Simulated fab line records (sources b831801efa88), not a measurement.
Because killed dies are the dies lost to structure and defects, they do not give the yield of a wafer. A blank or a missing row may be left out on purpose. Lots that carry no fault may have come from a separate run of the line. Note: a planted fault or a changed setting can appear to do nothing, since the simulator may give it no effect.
fab line records ; flow gf180mcu
[record] lots = 24; wafers = 72; last-day = 34
route steps=602 shown CONTACT@291 V1@353 V2@406 V5@541
lots that met no fault: from a run of the same line without faults
start-h: the number of hours between the record's first day and the start of the first shown wafer of the lot ; wait-h: how many hours have passed since the lot's step before this one ; " the same as in the row above ; L1.1+2: a single row standing in for several wafers ; - no value present, or no start provided ; * or withheld: withheld ; < > ~ a bound
route shown NAME@n: names a module that has steps shown in the file, with the first one's number in the route ; usual: the fault-free wafers' mean and standard deviation ; same: alike in all rows ; chamber/n: place in a boat ; sites: readings site by site ; _std_site: the values' standard deviation ; _edge_site: mean of outer sites minus mean of inner sites ; radius-mm: how far each site lies from the wafer's centre ; mask NAME#n: copy n ; behind: the tool/chamber that last shaped the wafer ; hold: reason for holding the lot/hours on hold/outcome of the hold ; device: names the non-switching transistor (n, p or np) ; end of line: the same wafers' tests at the end of the route ; a step given without rows: its recipe and nothing more ; killed: count of dies lost to structure and defects at first sort (not the wafer's yield) ; map: the dies of a wafer, with x for killed, . for not killed, _ for no die there
set.NAME: the setting as run; set.NAME@STEP: as run at that earlier step ; model.NAME: the simulator's own value behind a step, which no gauge read
steps of the route over a sample of lots; a table a step, a row a wafer
services: from which hour (start-h, from the record's first day; less than 0 if before it) a tool's chamber was out of use, for how many hours, and why
[[steps]]
[step GF_CONTACT_CMP_04]
[recipe] material = SiO2; down-force-psi = 4; platen-rpm = 60; pad-velocity-m-s = 0.94248
[usual] motor-current-A = 12.7/1.8; time-to-endpoint-s = 109/5.9
lot.wafer;tool;chamber;start-h;wait-h;motor-current-A;time-to-endpoint-s
L074.4;cmp-02;1;333.66;0.1;11.0;111
L074.3;cmp-02;3;333.66;0.1;12.7;113
L074.6;cmp-02;1;333.66;0.1;10.1;109
L075.4;cmp-01;1;350.67;0.1;13.5;103
L075.3;cmp-01;3;350.67;0.1;11.4;102
L075.5;cmp-01;1;350.67;0.1;13.5;107
L076.3;cmp-02;2;355.34;0.1;16.3;102
L076.1;cmp-02;3;355.34;0.1;12.2;110
L076.4;cmp-02;0;355.34;0.1;11.9;111
L077.3;cmp-02;3;364.32;0.0;12.4;114
L077.1;cmp-02;2;364.32;0.0;15.8;103
L077.6;cmp-02;0;364.32;0.0;12.3;108
L078.4;cmp-01;0;386.11;4.1;13.2;115
L078.2;cmp-01;2;386.11;4.1;10.9;102
L078.3;cmp-01;3;386.11;4.1;11.6;103
L079.3;cmp-02;1;391.17;0.2;11.1;111
L079.6;cmp-02;2;391.17;0.2;15.3;113
L079.5;cmp-02;3;391.17;0.2;12.0;119
L080.1;cmp-02;1;403.58;0.1;10.6;104
L080.2;cmp-02;2;403.58;0.1;15.2;103
L080.3;cmp-02;3;403.58;0.1;12.9;106
L081.4;cmp-02;2;410.29;0.1;15.9;102
L081.3;cmp-02;3;410.29;0.1;12.1;107
L081.6;cmp-02;1;410.29;0.1;10.6;110
L082.2;cmp-02;2;412.97;0.0;16.2;105
L082.3;cmp-02;3;412.97;0.0;12.2;109
L082.1;cmp-02;0;412.97;0.0;11.6;105
L083.3;cmp-02;2;421.44;0.1;16.0;99
L083.5;cmp-02;1;421.44;0.1;10.7;112
L083.6;cmp-02;2;421.44;0.1;15.8;107
L084.4;cmp-01;1;427.38;0.0;14.3;118
L084.6;cmp-01;1;427.38;0.0;14.1;106
L084.5;cmp-01;2;427.38;0.0;10.9;109
L085.1;cmp-01;1;442.38;0.1;13.9;108
L085.4;cmp-01;3;442.38;0.1;11.2;109
L085.6;cmp-01;1;442.38;0.1;13.2;109
L086.1;cmp-02;1;448.12;0.1;10.6;112
L086.4;cmp-02;3;448.12;0.1;12.2;126
L086.5;cmp-02;2;448.12;0.1;15.4;112
L087.3;cmp-02;0;454.34;0.0;12.1;107
L087.2;cmp-02;2;454.34;0.0;16.2;104
L087.6;cmp-02;1;454.34;0.0;10.6;114
L088.4;cmp-01;2;470.46;0.1;11.2;105
L088.3;cmp-01;0;470.46;0.1;13.6;104
L088.6;cmp-01;1;470.46;0.1;12.9;113
L089.2;cmp-01;2;482.77;0.0;11.3;107
L089.6;cmp-01;2;482.77;0.0;11.2;114
L089.5;cmp-01;3;482.77;0.0;11.5;117
L090.1;cmp-02;2;484.86;0.1;15.4;109
L090.2;cmp-02;3;484.86;0.1;11.4;108
L090.5;cmp-02;3;484.86;0.1;12.1;116
L091.4;cmp-02;0;490.98;0.2;11.5;114
L091.5;cmp-02;1;490.98;0.2;11.2;116
L091.6;cmp-02;2;490.98;0.2;15.5;120
L092.2;cmp-02;3;498.08;0.1;12.8;114
L092.1;cmp-02;0;498.08;0.1;11.1;113
L092.5;cmp-02;1;498.08;0.1;10.6;114
L093.3;cmp-02;2;507.20;0.0;15.9;104
L093.4;cmp-02;0;507.20;0.0;12.1;103
L093.6;cmp-02;3;507.20;0.0;12.8;118
L094.4;cmp-02;2;513.24;0.0;15.5;119
L094.3;cmp-02;0;513.24;0.0;11.9;105
L094.5;cmp-02;2;513.24;0.0;15.4;113
L095.3;cmp-01;0;521.41;0.0;14.2;109
L095.4;cmp-01;1;521.41;0.0;13.3;108
L095.2;cmp-01;2;521.41;0.0;11.2;107
L096.3;cmp-02;1;524.76;0.1;10.7;103
L096.2;cmp-02;2;524.76;0.1;16.0;100
L096.4;cmp-02;3;524.76;0.1;11.9;124
L097.1;cmp-02;2;533.63;0.1;15.5;107
L097.2;cmp-02;0;533.63;0.1;12.5;105
L097.6;cmp-02;1;533.63;0.1;10.6;116
[step GF_V1_STRIP_18]
[recipe] chemistry = O2/N2; power-w = 1400; pressure-mtorr = 1500; platen-temp-c = 250; o2-flow-sccm = 3000; n2-flow-sccm = 300; overash-fraction = 0.5
[usual] drypump-motor-current-A = 5.6/0.41; heater-power-w = 320/28; oes-product-au = 0.593/0.005; platen-temp-c = 250.03/0.19
lot.wafer;tool;chamber;start-h;wait-h;drypump-motor-current-A;heater-power-w;oes-product-au;platen-temp-c;rf-hours-counter-h
L074.3;plasma-asher-01;1;409.50;-;6.1;310;0.591;250.54;-
L074.4;plasma-asher-01;0;409.50;-;5.3;352;0.590;250.16;-
L074.6;plasma-asher-01;0;409.50;-;5.3;353;0.597;250.13;-
L075.3;plasma-asher-02;0;421.52;-;5.6;306;0.600;249.83;-
L075.4;plasma-asher-02;1;421.52;-;6.0;354;0.590;250.12;-
L075.5;plasma-asher-02;0;421.52;-;5.6;308;0.595;250.24;-
L076.1;plasma-asher-02;0;428.84;-;5.6;318;0.590;250.11;32
L076.3;plasma-asher-02;1;428.84;-;6.0;346;0.596;250.06;-
L076.4;plasma-asher-02;0;428.84;-;5.5;306;0.585;250.40;-
L077.1;plasma-asher-02;1;438.64;-;6.0;355;0.578;250.06;33
L077.3;plasma-asher-02;1;438.64;-;6.0;349;0.600;250.08;-
L077.6;plasma-asher-02;0;438.64;-;5.5;317;0.598;250.21;-
L078.2;plasma-asher-03;1;460.19;-;5.9;280;0.592;249.75;80
L078.3;plasma-asher-03;1;460.19;-;5.9;278;0.593;249.95;-
L078.4;plasma-asher-03;0;460.19;-;4.9;341;0.591;249.96;-
L079.3;plasma-asher-03;1;466.89;-;5.9;278;0.592;250.31;-
L079.5;plasma-asher-03;0;466.89;-;4.9;339;0.601;250.09;-
L079.6;plasma-asher-03;1;466.89;-;5.9;277;0.590;250.27;-
L080.1;plasma-asher-01;1;479.29;-;6.1;290;0.585;249.67;5
L080.2;plasma-asher-01;0;479.29;-;5.3;344;0.593;250.24;5
L080.3;plasma-asher-01;0;479.29;-;5.3;349;0.590;249.78;-
L081.3;plasma-asher-02;0;485.82;-;5.5;308;0.599;250.09;-
L081.4;plasma-asher-02;1;485.82;-;6.0;353;0.594;250.18;-
L081.6;plasma-asher-02;1;485.82;-;6.0;348;0.588;250.15;-
L082.1;plasma-asher-03;1;489.64;-;5.9;279;0.588;250.11;84
L082.2;plasma-asher-03;0;489.64;-;4.9;330;0.598;250.03;84
L082.3;plasma-asher-03;1;489.64;-;5.9;276;0.602;250.30;-
L083.3;plasma-asher-01;1;497.47;-;6.1;287;0.588;249.91;-
L083.5;plasma-asher-01;0;497.47;-;5.3;344;0.588;250.14;-
L083.6;plasma-asher-01;1;497.47;-;6.1;294;0.599;249.95;-
L084.4;plasma-asher-02;1;503.59;-;6.0;355;0.592;249.87;-
L084.5;plasma-asher-02;1;503.59;-;6.0;342;0.588;249.75;-
L084.6;plasma-asher-02;0;503.59;-;5.6;317;0.594;250.22;-
L085.1;plasma-asher-01;1;517.54;-;6.1;288;0.593;249.72;7
L085.4;plasma-asher-01;1;517.54;-;6.1;285;0.594;249.79;-
L085.6;plasma-asher-01;0;517.54;-;5.3;342;0.597;249.94;-
L086.1;plasma-asher-02;0;523.29;-;5.6;316;0.588;250.02;42
L086.4;plasma-asher-02;0;523.29;-;5.6;302;0.599;250.12;-
L086.5;plasma-asher-02;1;523.29;-;6.0;346;0.596;250.02;-
L087.2;plasma-asher-03;1;529.74;-;5.9;279;0.597;250.40;88
L087.3;plasma-asher-03;1;529.74;-;5.9;281;0.599;250.35;-
L087.6;plasma-asher-03;0;529.74;-;5.0;346;0.593;249.79;-
L088.3;plasma-asher-03;0;544.12;-;4.9;338;0.600;249.57;-
L088.4;plasma-asher-03;1;544.12;-;5.9;278;0.597;250.09;-
L088.6;plasma-asher-03;0;544.12;-;4.9;327;0.596;249.99;-
L089.2;plasma-asher-03;0;556.44;-;5.0;337;0.589;250.40;91
L089.5;plasma-asher-03;0;556.44;-;5.0;338;0.600;250.39;-
L089.6;plasma-asher-03;1;556.44;-;5.9;278;0.595;250.21;-
L090.1;plasma-asher-01;1;557.74;-;6.1;286;0.587;249.96;11
L090.2;plasma-asher-01;0;557.74;-;5.3;348;0.592;250.08;11
L090.5;plasma-asher-01;1;557.74;-;6.1;286;0.589;250.15;-
L091.4;plasma-asher-01;1;563.92;-;6.1;291;0.590;250.23;-
L091.5;plasma-asher-01;0;563.92;-;5.3;353;0.594;250.16;-
L091.6;plasma-asher-01;1;563.92;-;6.1;286;0.593;250.15;-
L092.1;plasma-asher-03;1;570.54;-;5.9;283;0.597;250.30;92
L092.2;plasma-asher-03;0;570.54;-;4.9;338;0.598;250.18;92
L092.5;plasma-asher-03;1;570.54;-;5.9;277;0.594;249.84;-
L093.3;plasma-asher-01;0;579.39;-;5.3;347;0.589;249.86;-
L093.4;plasma-asher-01;1;579.39;-;6.1;290;0.587;249.95;-
L093.6;plasma-asher-01;1;579.39;-;6.1;292;0.589;249.92;-
L094.3;plasma-asher-02;1;584.02;-;6.0;358;0.593;250.09;-
L094.4;plasma-asher-02;0;584.02;-;5.5;314;0.597;249.99;-
L094.5;plasma-asher-02;0;584.02;-;5.5;321;0.599;249.88;-
L095.2;plasma-asher-02;0;589.49;-;5.5;307;0.593;249.95;50
L095.3;plasma-asher-02;1;589.49;-;6.0;349;0.602;249.94;-
L095.4;plasma-asher-02;0;589.49;-;5.6;311;0.589;250.08;-
L096.2;plasma-asher-01;1;594.49;-;6.1;294;0.592;250.01;15
L096.3;plasma-asher-01;0;594.49;-;5.3;355;0.587;249.66;-
L096.4;plasma-asher-01;1;594.49;-;6.1;289;0.584;249.86;-
L097.1;plasma-asher-03;0;602.22;-;4.9;349;0.599;249.74;96
L097.2;plasma-asher-03;1;602.22;-;5.9;278;0.599;249.99;96
L097.6;plasma-asher-03;0;602.22;-;4.9;337;0.594;249.81;-
[step GF_V2_RS_MEAS_24]
[recipe] thk-meas-gauge = four-point-probe; reads = W_of_V2_CVD_23+TiN_of_V2_SPUTTER_22+Ti_of_V2_SPUTTER_21
[usual] V2_W_RS = 0.327/0.0041
lot.wafer;tool;chamber;start-h;wait-h;V2_W_RS[ohm/sq]
L074.3;film-metro-03;-;460.71;0.1;0.330
L074.4;film-metro-03;-;460.71;0.1;0.322
L074.6;film-metro-03;-;460.71;0.1;0.326
L075.3;film-metro-02;-;472.95;0.1;0.322
L075.4;film-metro-02;-;472.95;0.1;0.328
L075.5;film-metro-02;-;472.95;0.1;0.330
L076.1;film-metro-03;-;481.57;0.1;0.328
L076.3;film-metro-03;-;481.57;0.1;0.331
L076.4;film-metro-03;-;481.57;0.1;0.323
L077.1;film-metro-02;-;490.65;0.1;0.327
L077.3;film-metro-02;-;490.65;0.1;0.331
L077.6;film-metro-02;-;490.65;0.1;0.330
L078.2;film-metro-02;-;511.73;0.1;0.331
L078.3;film-metro-02;-;511.73;0.1;0.331
L078.4;film-metro-02;-;511.73;0.1;0.326
L079.3;film-metro-03;-;517.67;0.1;0.324
L079.5;film-metro-03;-;517.67;0.1;0.332
L079.6;film-metro-03;-;517.67;0.1;0.327
L080.1;film-metro-02;-;530.10;0.1;0.322
L080.2;film-metro-02;-;530.10;0.1;0.332
L080.3;film-metro-02;-;530.10;0.1;0.330
L081.3;film-metro-04;-;538.81;0.1;0.330
L081.4;film-metro-04;-;538.81;0.1;0.323
L081.6;film-metro-04;-;538.81;0.1;0.329
L082.1;film-metro-03;-;539.90;0.1;0.331
L082.2;film-metro-03;-;539.90;0.1;0.324
L082.3;film-metro-03;-;539.90;0.1;0.326
L083.3;film-metro-03;-;547.65;0.1;0.325
L083.5;film-metro-03;-;547.65;0.1;0.322
L083.6;film-metro-03;-;547.65;0.1;0.329
L084.4;film-metro-04;-;555.45;0.1;0.324
L084.5;film-metro-04;-;555.45;0.1;0.328
L084.6;film-metro-04;-;555.45;0.1;0.325
L085.1;film-metro-04;-;566.88;0.2;0.321
L085.4;film-metro-04;-;566.88;0.2;0.313
L085.6;film-metro-04;-;566.88;0.2;0.319
L086.1;film-metro-02;-;573.36;0.1;0.328
L086.4;film-metro-02;-;573.36;0.1;0.334
L086.5;film-metro-02;-;573.36;0.1;0.335
L087.2;film-metro-02;-;579.21;0.1;0.328
L087.3;film-metro-02;-;579.21;0.1;0.324
L087.6;film-metro-02;-;579.21;0.1;0.326
L088.3;film-metro-03;-;590.92;0.1;0.326
L088.4;film-metro-03;-;590.92;0.1;0.330
L088.6;film-metro-03;-;590.92;0.1;0.335
L089.2;film-metro-04;-;604.54;0.1;0.330
L089.5;film-metro-04;-;604.54;0.1;0.331
L089.6;film-metro-04;-;604.54;0.1;0.331
L090.1;film-metro-02;-;604.87;0.1;0.334
L090.2;film-metro-02;-;604.87;0.1;0.328
L090.5;film-metro-02;-;604.87;0.1;0.333
L091.4;film-metro-03;-;610.65;0.1;0.333
L091.5;film-metro-03;-;610.65;0.1;0.333
L091.6;film-metro-03;-;610.65;0.1;0.328
L092.1;film-metro-03;-;616.97;0.1;0.326
L092.2;film-metro-03;-;616.97;0.1;0.331
L092.5;film-metro-03;-;616.97;0.1;0.329
L093.3;film-metro-02;-;625.33;0.1;0.327
L093.4;film-metro-02;-;625.33;0.1;0.330
L093.6;film-metro-02;-;625.33;0.1;0.329
L094.3;film-metro-04;-;629.07;0.1;0.324
L094.4;film-metro-04;-;629.07;0.1;0.327
L094.5;film-metro-04;-;629.07;0.1;0.327
L095.2;film-metro-04;-;635.45;0.1;0.323
L095.3;film-metro-04;-;635.45;0.1;0.322
L095.4;film-metro-04;-;635.45;0.1;0.326
L096.2;film-metro-03;-;640.17;0.1;0.329
L096.3;film-metro-03;-;640.17;0.1;0.324
L096.4;film-metro-03;-;640.17;0.1;0.322
L097.1;film-metro-03;-;646.94;0.1;0.326
L097.2;film-metro-03;-;646.94;0.1;0.321
L097.6;film-metro-03;-;646.94;0.1;0.328
[step GF_V5_THK_MEAS_01]
[recipe] reads = SiO2_of_V5_CVD_00
[usual] V5_CVD_00_THK = 299/3.3
lot.wafer;tool;chamber;start-h;wait-h;V5_CVD_00_THK[nm]
L074.3;film-metro-01;-;604.43;0.0;297
L074.4;film-metro-01;-;604.43;0.0;299
L074.6;film-metro-01;-;604.43;0.0;296
L075.3;film-metro-01;-;617.01;0.0;298
L075.4;film-metro-01;-;617.01;0.0;296
L075.5;film-metro-01;-;617.01;0.0;298
L076.1;film-metro-02;-;622.38;0.0;296
L076.3;film-metro-02;-;622.38;0.0;299
L076.4;film-metro-02;-;622.38;0.0;299
L077.1;film-metro-04;-;630.89;0.0;297
L077.3;film-metro-04;-;630.89;0.0;300
L077.6;film-metro-04;-;630.89;0.0;298
L078.2;film-metro-04;-;648.50;0.0;293
L078.3;film-metro-04;-;648.50;0.0;294
L078.4;film-metro-04;-;648.50;0.0;295
L079.3;film-metro-04;-;655.05;0.0;295
L079.5;film-metro-04;-;655.05;0.0;291
L079.6;film-metro-04;-;655.05;0.0;304
L080.1;film-metro-01;-;668.59;0.0;302
L080.2;film-metro-01;-;668.59;0.0;300
L080.3;film-metro-01;-;668.59;0.0;299
L081.3;film-metro-02;-;671.56;0.0;299
L081.4;film-metro-02;-;671.56;0.0;301
L081.6;film-metro-02;-;671.56;0.0;299
L082.1;film-metro-01;-;673.90;0.0;295
L082.2;film-metro-01;-;673.90;0.0;296
L082.3;film-metro-01;-;673.90;0.0;300
L083.3;film-metro-01;-;680.36;0.0;301
L083.5;film-metro-01;-;680.36;0.0;300
L083.6;film-metro-01;-;680.36;0.0;299
L084.4;film-metro-04;-;685.15;0.0;298
L084.5;film-metro-04;-;685.15;0.0;300
L084.6;film-metro-04;-;685.15;0.0;301
L085.1;film-metro-04;-;697.04;0.1;298
L085.4;film-metro-04;-;697.04;0.1;298
L085.6;film-metro-04;-;697.04;0.1;298
L086.1;film-metro-04;-;702.11;0.0;301
L086.4;film-metro-04;-;702.11;0.0;298
L086.5;film-metro-04;-;702.11;0.0;299
L087.2;film-metro-04;-;705.49;0.0;292
L087.3;film-metro-04;-;705.49;0.0;298
L087.6;film-metro-04;-;705.49;0.0;296
L088.3;film-metro-01;-;717.82;0.0;296
L088.4;film-metro-01;-;717.82;0.0;296
L088.6;film-metro-01;-;717.82;0.0;296
L089.2;film-metro-02;-;726.24;0.0;296
L089.5;film-metro-02;-;726.24;0.0;299
L089.6;film-metro-02;-;726.24;0.0;297
L090.1;film-metro-04;-;728.69;0.0;304
L090.2;film-metro-04;-;728.69;0.0;298
L090.5;film-metro-04;-;728.69;0.0;302
L091.4;film-metro-02;-;732.80;0.0;295
L091.5;film-metro-02;-;732.80;0.0;294
L091.6;film-metro-02;-;732.80;0.0;301
L092.1;film-metro-02;-;739.27;0.0;299
L092.2;film-metro-02;-;739.27;0.0;297
L092.5;film-metro-02;-;739.27;0.0;297
L093.3;film-metro-01;-;744.81;0.0;303
L093.4;film-metro-01;-;744.81;0.0;299
L093.6;film-metro-01;-;744.81;0.0;305
L094.3;film-metro-01;-;749.43;0.0;302
L094.4;film-metro-01;-;749.43;0.0;304
L094.5;film-metro-01;-;749.43;0.0;299
L095.2;film-metro-01;-;754.33;0.0;299
L095.3;film-metro-01;-;754.33;0.0;300
L095.4;film-metro-01;-;754.33;0.0;301
L096.2;film-metro-04;-;759.54;0.0;302
L096.3;film-metro-04;-;759.54;0.0;303
L096.4;film-metro-04;-;759.54;0.0;304
L097.1;film-metro-01;-;763.51;0.0;301
L097.2;film-metro-01;-;763.51;0.0;305
L097.6;film-metro-01;-;763.51;0.0;301
[step GF_V5_CMP_04]
[recipe] material = SiO2; down-force-psi = 4; platen-rpm = 60; pad-velocity-m-s = 0.94248
[usual] motor-current-A = 12.6/1.7
lot.wafer;tool;chamber;start-h;wait-h;motor-current-A
L074.3;cmp-02;0;604.74;0.1;12.3
L074.4;cmp-02;1;604.74;0.1;10.8
L074.6;cmp-02;3;604.74;0.1;12.6
L075.3;cmp-02;3;617.25;0.0;12.7
L075.4;cmp-02;2;617.25;0.0;15.4
L075.5;cmp-02;3;617.25;0.0;12.7
L076.4;cmp-02;2;622.61;0.0;16.4
L076.1;cmp-02;0;622.61;0.0;11.4
L076.3;cmp-02;1;622.61;0.0;10.5
L077.1;cmp-01;2;631.16;0.1;10.5
L077.3;cmp-01;0;631.16;0.1;13.9
L077.6;cmp-01;2;631.16;0.1;11.2
L078.3;cmp-01;3;648.84;0.2;11.4
L078.4;cmp-01;0;648.84;0.2;13.1
L078.2;cmp-01;1;648.84;0.2;14.1
L079.3;cmp-01;1;655.52;0.3;13.3
L079.5;cmp-01;3;655.52;0.3;11.5
L079.6;cmp-01;0;655.52;0.3;14.0
L080.3;cmp-01;3;668.82;0.0;10.6
L080.2;cmp-01;0;668.82;0.0;14.5
L080.1;cmp-01;1;668.82;0.0;13.3
L081.3;cmp-01;1;671.76;0.0;13.9
L081.4;cmp-01;2;671.76;0.0;11.0
L081.6;cmp-01;2;671.76;0.0;10.7
L082.1;cmp-01;0;674.18;0.1;13.6
L082.2;cmp-01;1;674.18;0.1;13.1
L082.3;cmp-01;2;674.18;0.1;11.5
L083.3;cmp-02;1;680.87;0.3;10.9
L083.5;cmp-02;1;680.87;0.3;10.5
L083.6;cmp-02;2;680.87;0.3;15.2
L084.4;cmp-02;1;685.40;0.1;11.1
L084.6;cmp-02;0;685.40;0.1;11.9
L084.5;cmp-02;1;685.40;0.1;10.7
L085.4;cmp-02;2;697.27;0.0;15.0
L085.1;cmp-02;0;697.27;0.0;11.8
L085.6;cmp-02;3;697.27;0.0;12.4
L086.4;cmp-01;0;702.39;0.1;13.8
L086.1;cmp-01;1;702.39;0.1;13.2
L086.5;cmp-01;3;702.39;0.1;11.6
L087.2;cmp-02;1;705.81;0.1;10.6
L087.3;cmp-02;2;705.81;0.1;15.9
L087.6;cmp-02;0;705.81;0.1;11.9
L088.3;cmp-02;0;718.08;0.1;12.6
L088.4;cmp-02;2;718.08;0.1;16.1
L088.6;cmp-02;3;718.08;0.1;12.3
L089.2;cmp-02;2;726.45;0.0;15.9
L089.5;cmp-02;2;726.45;0.0;14.8
L089.6;cmp-02;3;726.45;0.0;12.8
L090.1;cmp-01;2;728.97;0.1;10.8
L090.2;cmp-01;0;728.97;0.1;14.3
L090.5;cmp-01;1;728.97;0.1;13.8
L091.4;cmp-02;2;733.10;0.1;15.9
L091.5;cmp-02;0;733.10;0.1;11.6
L091.6;cmp-02;1;733.10;0.1;9.8
L092.2;cmp-01;1;739.50;0.0;13.5
L092.1;cmp-01;0;739.50;0.0;14.0
L092.5;cmp-01;1;739.50;0.0;13.2
L093.4;cmp-01;3;747.67;2.6;11.4
L093.3;cmp-01;1;747.67;2.6;12.9
L093.6;cmp-01;0;747.67;2.6;14.0
L094.3;cmp-02;1;749.69;0.1;10.5
L094.4;cmp-02;3;749.69;0.1;12.1
L094.5;cmp-02;1;749.69;0.1;10.9
L095.3;cmp-02;2;754.55;0.0;16.4
L095.4;cmp-02;0;754.55;0.0;12.4
L095.2;cmp-02;1;754.55;0.0;10.6
L096.2;cmp-02;1;759.76;0.0;11.2
L096.4;cmp-02;2;759.76;0.0;15.8
L096.3;cmp-02;0;759.76;0.0;11.9
L097.2;cmp-01;0;763.84;0.1;14.3
L097.1;cmp-01;1;763.84;0.1;13.0
L097.6;cmp-01;2;763.84;0.1;10.9
[step GF_V5_CVD_23]
[recipe] material = W; target-thk-nm = 350; time-s = 104.9; temp-c = 400; pressure-torr = 40
[usual] chamber-pressure-Torr = 40.01/0.097; heater-power-w = 854/35
[same] time-s = 104.9
lot.wafer;tool;chamber;start-h;wait-h;chamber-pressure-Torr;heater-power-w
L074.3;cvd-w-02;1;626.94;0.1;39.96;924
L074.4;cvd-w-02;0;626.94;0.1;39.91;895
L074.6;cvd-w-02;1;626.94;0.1;40.00;918
L075.3;cvd-w-01;0;638.88;0.1;40.03;839
L075.4;cvd-w-01;1;638.88;0.1;40.08;815
L075.5;cvd-w-01;0;638.88;0.1;40.03;832
L076.1;cvd-w-02;1;643.92;0.0;39.85;904
L076.3;cvd-w-02;0;643.92;0.0;40.00;896
L076.4;cvd-w-02;1;643.92;0.0;40.05;910
L077.1;cvd-w-01;0;652.85;0.0;40.08;834
L077.3;cvd-w-01;1;652.85;0.0;40.52;810
L077.6;cvd-w-01;0;652.85;0.0;40.00;833
L078.2;cvd-w-01;0;669.29;0.0;39.87;850
L078.3;cvd-w-01;1;669.29;0.0;40.03;833
L078.4;cvd-w-01;0;669.29;0.0;39.84;837
L079.3;cvd-w-01;1;676.13;0.1;39.95;840
L079.5;cvd-w-01;0;676.13;0.1;40.10;852
L079.6;cvd-w-01;1;676.13;0.1;40.11;810
L080.1;cvd-w-01;0;689.54;0.0;40.23;831
L080.2;cvd-w-01;1;689.54;0.0;40.08;810
L080.3;cvd-w-01;1;689.54;0.0;40.08;824
L081.3;cvd-w-02;1;691.85;0.1;40.05;919
L081.4;cvd-w-02;1;691.85;0.1;40.15;915
L081.6;cvd-w-02;1;691.85;0.1;40.00;903
L082.1;cvd-w-01;1;694.20;0.0;39.84;835
L082.2;cvd-w-01;0;694.20;0.0;39.87;820
L082.3;cvd-w-01;0;694.20;0.0;40.02;854
L083.3;cvd-w-02;0;700.89;0.1;39.98;876
L083.5;cvd-w-02;0;700.89;0.1;40.12;876
L083.6;cvd-w-02;1;700.89;0.1;40.04;906
L084.4;cvd-w-01;1;705.63;0.1;39.82;829
L084.5;cvd-w-01;0;705.63;0.1;40.12;848
L084.6;cvd-w-01;1;705.63;0.1;40.09;831
L085.1;cvd-w-01;0;716.50;0.0;39.96;838
L085.4;cvd-w-01;1;716.50;0.0;40.10;832
L085.6;cvd-w-01;1;716.50;0.0;39.98;824
L086.1;cvd-w-01;0;721.61;0.0;39.98;832
L086.4;cvd-w-01;0;721.61;0.0;40.03;852
L086.5;cvd-w-01;1;721.61;0.0;40.16;853
L087.2;cvd-w-02;1;725.38;0.0;39.99;904
L087.3;cvd-w-02;1;725.38;0.0;39.82;912
L087.6;cvd-w-02;0;725.38;0.0;40.08;871
L088.3;cvd-w-01;1;737.53;0.1;40.06;820
L088.4;cvd-w-01;0;737.53;0.1;40.15;845
L088.6;cvd-w-01;1;737.53;0.1;39.87;811
L089.2;cvd-w-01;1;745.58;0.1;39.95;823
L089.5;cvd-w-01;1;745.58;0.1;39.81;841
L089.6;cvd-w-01;1;745.58;0.1;40.00;826
L090.1;cvd-w-02;1;747.15;0.0;40.04;917
L090.2;cvd-w-02;0;747.15;0.0;40.12;906
L090.5;cvd-w-02;1;747.15;0.0;40.00;942
L091.4;cvd-w-01;1;751.43;0.1;40.11;835
L091.5;cvd-w-01;1;751.43;0.1;40.17;821
L091.6;cvd-w-01;0;751.43;0.1;39.92;848
L092.1;cvd-w-01;1;756.44;0.0;39.94;826
L092.2;cvd-w-01;0;756.44;0.0;39.99;846
L092.5;cvd-w-01;1;756.44;0.0;39.91;831
L093.3;cvd-w-01;0;765.06;0.1;40.08;825
L093.4;cvd-w-01;1;765.06;0.1;39.98;819
L093.6;cvd-w-01;1;765.06;0.1;40.01;829
L094.3;cvd-w-02;1;767.74;0.1;40.01;918
L094.4;cvd-w-02;0;767.74;0.1;39.98;867
L094.5;cvd-w-02;0;767.74;0.1;39.95;872
L095.2;cvd-w-02;1;771.93;0.0;39.97;930
L095.3;cvd-w-02;0;771.93;0.0;39.88;872
L095.4;cvd-w-02;1;771.93;0.0;39.99;904
L096.2;cvd-w-01;1;776.83;0.0;39.98;815
L096.3;cvd-w-01;0;776.83;0.0;39.94;847
L096.4;cvd-w-01;1;776.83;0.0;40.03;844
L097.1;cvd-w-01;0;780.42;0.0;40.01;838
L097.2;cvd-w-01;1;780.42;0.0;40.00;806
L097.6;cvd-w-01;0;780.42;0.0;40.02;829
[[services]]
tool;chamber;start-h;hours;kind
plasma-asher-02;-;321.26;2.6;repair
plasma-asher-02;-;322.01;1.4;repair
cmp-01;-;343.26;0.2;repair
cmp-01;-;360.62;6.1;repair
cmp-01;-;365.18;20.0;repair
cmp-02;-;365.26;0.9;repair
cmp-02;-;380.16;8.3;repair
cmp-01;-;388.72;5.9;pm
cvd-w-01;-;390.00;14.0;pm
cmp-02;-;404.00;4.0;pm
cmp-02;-;421.93;6.7;pm
cvd-w-01;-;450.81;1.6;repair
cmp-01;-;492.68;2.8;repair
cvd-w-01;0;569.39;19.5;repair
cmp-01;-;572.06;4.0;pm
cvd-w-01;-;600.69;6.9;pm
cmp-01;-;627.94;1.0;repair
cmp-02;-;641.20;30.9;repair
cmp-02;-;672.15;5.5;pm
cmp-01;-;677.89;6.9;pm
cmp-02;-;683.20;1.2;repair
cvd-w-01;0;738.30;11.4;repair
cmp-01;-;740.22;6.5;pm
cmp-02;-;744.25;4.0;pm
[[key]]
fault none
